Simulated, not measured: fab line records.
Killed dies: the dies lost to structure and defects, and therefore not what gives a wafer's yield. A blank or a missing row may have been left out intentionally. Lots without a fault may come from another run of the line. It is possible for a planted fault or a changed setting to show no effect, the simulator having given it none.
Problem report, 8D (eight disciplines) form, completed by code    flow sky130    the parts of the form that need people (team, actions taken, sign-off) are left out

## 1. WHAT WENT WRONG
heater-power-total-W at SKY_DNWELL_DEHYDRATE_00 reads a mean of 173.25 W on 2 wafers of 2 lots; wafers without a fault read 160.39 W with a standard deviation of 0.13. That is +99 standard deviations from the usual mean.
The step: time 60 s.
Seen first at day 4 11:26 on litho-track-01, wafer L367.6. The record holds 36 wafers of 12 lots with a number at this step. The rule behind "out" and "out of limits": a value lying over 4 standard deviations away from the usual mean. The rest of the wafers with a number are treated as sound.

## 2. WHAT IT IS; WHAT IT IS NOT
question                     is                                  is not
which readings at this step  heater-power-total-W, run-length-s  -
which lots                   L367, L371                          L359, L362, L363, L364, L366, L378, L379, L380, L381, L382
which wafers of those lots   L367.6, L371.5                      L367.1, L367.3, L371.1, L371.4
read on which tools          litho-track-01                      litho-track-02, litho-track-03
when                         from day 4 11:26                    up to then (17 sound wafers); but 17 sound wafers of L371, L378, L379, L380, L381, L382 came after

## 3. THE SUSPECTS, EACH WITH WHAT RULES IT OUT
Counting: if a tool at a process step up to the reading ran every lot that is out, it stays a suspect. Sound lots after the first of them don't rule it out here, since some wafers of a struck lot are sound.
- litho-track-01 at SKY_DNWELL_DEHYDRATE_00 (time 60 s): kept. Every lot that is out went through it, the first being L367 (day 4 11:26); the last sound lot it ran before that was L366 (day 4 09:32). Out on those wafers are its own readings of heater-power-total-W, run-length-s.
Remaining after the count: litho-track-01 at SKY_DNWELL_DEHYDRATE_00.

## 4. THE CAUSE (what the simulator had put in)
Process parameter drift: litho-track-01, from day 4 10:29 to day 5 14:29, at SKY_DNWELL_DEHYDRATE_00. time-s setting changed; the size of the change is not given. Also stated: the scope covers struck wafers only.
Counting left only this tool.

## 5. SEQUENCE OF EFFECTS, ordered by route
One row per reading whose mean, taken over the struck wafers that have a number, lies over 3 standard deviations from the usual. Only readings whose record carries a usual standard deviation are examined. hours: median over the lots of the time between each lot's start at the first step of this table that gives one and its start at this step. sigmas: the change, counted in usual standard deviations.
hours  step                     reading               usual     on struck wafers  change  sigmas
0      SKY_DNWELL_DEHYDRATE_00  heater-power-total-W  160.39 W  173.25            +12.87  +99
0      SKY_DNWELL_DEHYDRATE_00  run-length-s          89.28 s   76.62             -12.66  -79
It contains these process steps:
- SKY_DNWELL_DEHYDRATE_00: time 60 s.
Readings that are blank on the struck wafers while sound wafers have them: plate-temp-C at SKY_DNWELL_DEHYDRATE_00.

## 6. HOW IT WOULD HAVE BEEN CAUGHT EARLIER
In this record the first reading out of limits was taken at day 4 11:26, 1 hour after the fault began at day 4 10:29.
